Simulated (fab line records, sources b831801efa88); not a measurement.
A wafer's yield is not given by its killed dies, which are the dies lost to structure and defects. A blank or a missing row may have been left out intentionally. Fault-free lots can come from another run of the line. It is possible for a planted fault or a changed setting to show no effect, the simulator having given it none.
A lot that was struck, set against a sound lot | flow gf180mcu | 19 out of 602 route steps
Sound: the wafers L188.3, L188.4, L188.5. Wafers struck: L193.1, L193.5, L193.6. The cause is given at the end.
Each step with rows lists, per side, the tool, then ch with its chambers, then its first start. Under that, the readings that differ: sound wafers | struck wafers | difference of the means | sigmas: that difference in standard deviations of wafers without a fault.
alike: a reading whose means differ by less than 2 such deviations, as well as words and numbers matching on both sides. not compared: withheld readings; readings where some wafer has no value; bounds like >300 that might hide an equal value; numbers whose values overlap and for which the record gives no deviation.
The two part at a step that has a row with sigmas, a row that says differs or no value, or rows on one side only. Numbers that have no deviation but don't overlap get no sigmas and don't part them. Lack of a reading on every wafer of one side parts them only where that side has two or more wafers.

first, 2 steps without rows for these wafers: GF_M4_CLEAN_19 (cleans in DIW); GF_V4_CVD_00 (deposits SiO2, target thk 600 nm, time 100 s).
GF_V4_THK_MEAS_01:
  sound on film metro-01 at day 27 06:43; struck on film metro-04 at day 28 17:22
  alike: V4_CVD_00_THK
GF_V4_CVD_02: deposits SiO2 from TEOS, target thk 850 nm, time 94.851 s.
  sound on pecvd-02 ch 0,1,2, day 27 06:46; struck on pecvd-04 ch 0,2, day 28 17:25
  alike: heater power w
GF_V4_THK_MEAS_03:
  sound on film metro-02 at day 27 06:51; struck on film metro-02 at day 28 17:29
  alike: V4_CVD_02_THK
GF_V4_CMP_04: polishes SiO2.
  sound on cmp-01 ch 0,1,2, day 27 06:59; struck on cmp-02 ch 0,3, day 28 17:36
  alike: motor current A, time to endpoint s
GF_V4_BOW_MEAS_05:
  sound on film metro-01 at day 27 07:14; struck on film metro-04 at day 28 17:51
  alike: V4_BOW
then, 5 steps without rows for these wafers: GF_V4_DEHYDRATE_06 (time 60 s); GF_V4_HMDS_07 (prime time 60 s); GF_V4_COAT_08; GF_V4_COAT_09 (resist thk 1000 nm); GF_V4_SOFTBAKE_10 (time 60 s).
GF_V4_EXPOSE_11: exposes mask Via4, target cd 260 nm.
  sound on krf scanner-01 ch 0, day 27 17:07; struck on krf scanner-02 ch 0, day 29 03:28
  reading                    | sound          | struck            | difference | sigmas
  model.V4.overlay x nm (nm) | 1.04 1.04 1.04 | 40.89 40.89 40.89 | +39.85     |
  alike: mask, reticle temp C
then, 2 steps without rows for these wafers: GF_V4_PEB_12 (peb time 90 s); GF_V4_DEVELOP_13 (develop time 60 s).
GF_V4_CD_MEAS_14: the cd target is 260 nm.
  sound on cd sem-01 at day 28 02:48; struck on cd sem-02 at day 29 12:16
  alike: cd nm
GF_V4_OVL_MEAS_15:
  sound on overlay-01 at day 28 02:53; struck on overlay-02 at day 29 12:35
  reading     | sound  | struck   | difference | sigmas
  V4_OVL (nm) | -4 5 6 | 34 39 38 | +35        | +6
  not compared: hold
GF_V4_ETCH_16: etches BARC in N2/H2.
  sound on rie diel-01 ch 0,2, day 28 02:55; struck on rie diel-02 ch 2,3, day 29 17:08
  reading | sound | struck                                                                     | difference                   | sigmas
  hold    | - - - | await dispo/4.5h/release await dispo/4.5h/release await dispo/4.5h/release | no value on the sound wafers |
  alike: drypump motor current A, oes product au, throttle valve pct
GF_PASSIVATION_PROBE_99:
  rows exist in the record for the sound wafers here (prober-02, day 32 07:05), none for the struck ones

WHERE THEY PART
Earliest at GF_V4_OVL_MEAS_15; latest, in this record, at GF_PASSIVATION_PROBE_99.

WHY: what the simulator had put in
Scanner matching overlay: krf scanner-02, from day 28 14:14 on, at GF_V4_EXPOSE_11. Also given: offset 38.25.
